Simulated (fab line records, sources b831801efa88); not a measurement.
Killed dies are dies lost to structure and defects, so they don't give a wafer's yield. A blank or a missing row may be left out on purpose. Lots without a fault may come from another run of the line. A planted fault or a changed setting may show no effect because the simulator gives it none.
Which tool did it? | flow sfq_line | 14 lots, 42 wafers sampled, at 1 step of a route of 325

WHAT THE GAUGES READ, wafer by wafer
The record holds no reading of a measuring or inspecting step that can be judged against a usual standard deviation.

WHICH TOOL RAN EACH LOT (tool, then ch and the chambers of the sampled wafers, then the start)
lot  | SFQ_TRILAYER_I3_VIA_LITHO_PEB_088
L863 | litho_track-03 ch 0, day 47 06:44
L864 | litho_track-04 ch 0, day 47 16:14
L865 | litho_track-01 ch 0, day 47 22:11
L869 | litho_track-04 ch 0, day 50 17:24
L871 | litho_track-03 ch 0, day 50 23:58
L872 | litho_track-04 ch 0, day 51 07:42
L877 | litho_track-01 ch 0, day 53 12:47
L878 | litho_track-01 ch 0, day 53 16:26
L879 | litho_track-03 ch 0, day 54 13:49
L880 | litho_track-04 ch 0, day 55 06:05
L881 | litho_track-03 ch 0, day 56 17:22
L882 | litho_track-04 ch 0, day 57 13:13
L883 | litho_track-01 ch 0, day 62 20:36
L884 | litho_track-01 ch 0, day 62 21:49
- SFQ_TRILAYER_I3_VIA_LITHO_PEB_088: peb time 60 s.

WHAT THE TOOLS THEMSELVES READ (means of the sampled wafers that have a number; where no wafer has one, the mark that the record gives instead)
SFQ_TRILAYER_I3_VIA_LITHO_PEB_088. Usual: heater_power_total_W 79.15 W, standard deviation 0.068; plate_temp_C 115.03 C, standard deviation 0.13.
lot  | tool           | heater_power_total_W (W) | plate_temp_C (C) | flag
L863 | litho_track-03 | 79.07                    | 114.89           |
L864 | litho_track-04 | 79.14                    | 114.90           |
L865 | litho_track-01 | 79.18                    | 114.94           |
L869 | litho_track-04 | 77.39                    | 113.06           | OFF
L871 | litho_track-03 | 79.11                    | 115.02           |
L872 | litho_track-04 | 77.37                    | 112.95           | OFF
L877 | litho_track-01 | 79.23                    | 115.15           |
L878 | litho_track-01 | 79.20                    | 115.09           |
L879 | litho_track-03 | 79.18                    | 115.01           |
L880 | litho_track-04 | 79.14                    | 114.97           |
L881 | litho_track-03 | 79.13                    | 115.17           |
L882 | litho_track-04 | 79.18                    | 114.97           |
L883 | litho_track-01 | 79.20                    | 115.12           |
L884 | litho_track-01 | 79.11                    | 115.07           |

THE ANSWER, worked out from the rows above alone
Rule: a lot is off if the mean of its wafers that have a number lies more than 3 standard deviations from the usual mean. A lot without any number at a reading at which 4 lots or more have one is off too. The other lots that the step has rows for count as sound. The gauges are gone through in route order, then the tools' own readings, and for those a lot's mean is taken as printed above. The first step at which some lot is off is used, and at that step the reading that is off furthest; a lot without a number counts as furthest.
Off: L869, L872, at SFQ_TRILAYER_I3_VIA_LITHO_PEB_088 (heater_power_total_W).
A tool fits if, at that step or a process step before it, it ran every lot that is off, and no sound lot after the first of them. None of those tried fits.

WHAT THE SIMULATOR HAD PUT IN
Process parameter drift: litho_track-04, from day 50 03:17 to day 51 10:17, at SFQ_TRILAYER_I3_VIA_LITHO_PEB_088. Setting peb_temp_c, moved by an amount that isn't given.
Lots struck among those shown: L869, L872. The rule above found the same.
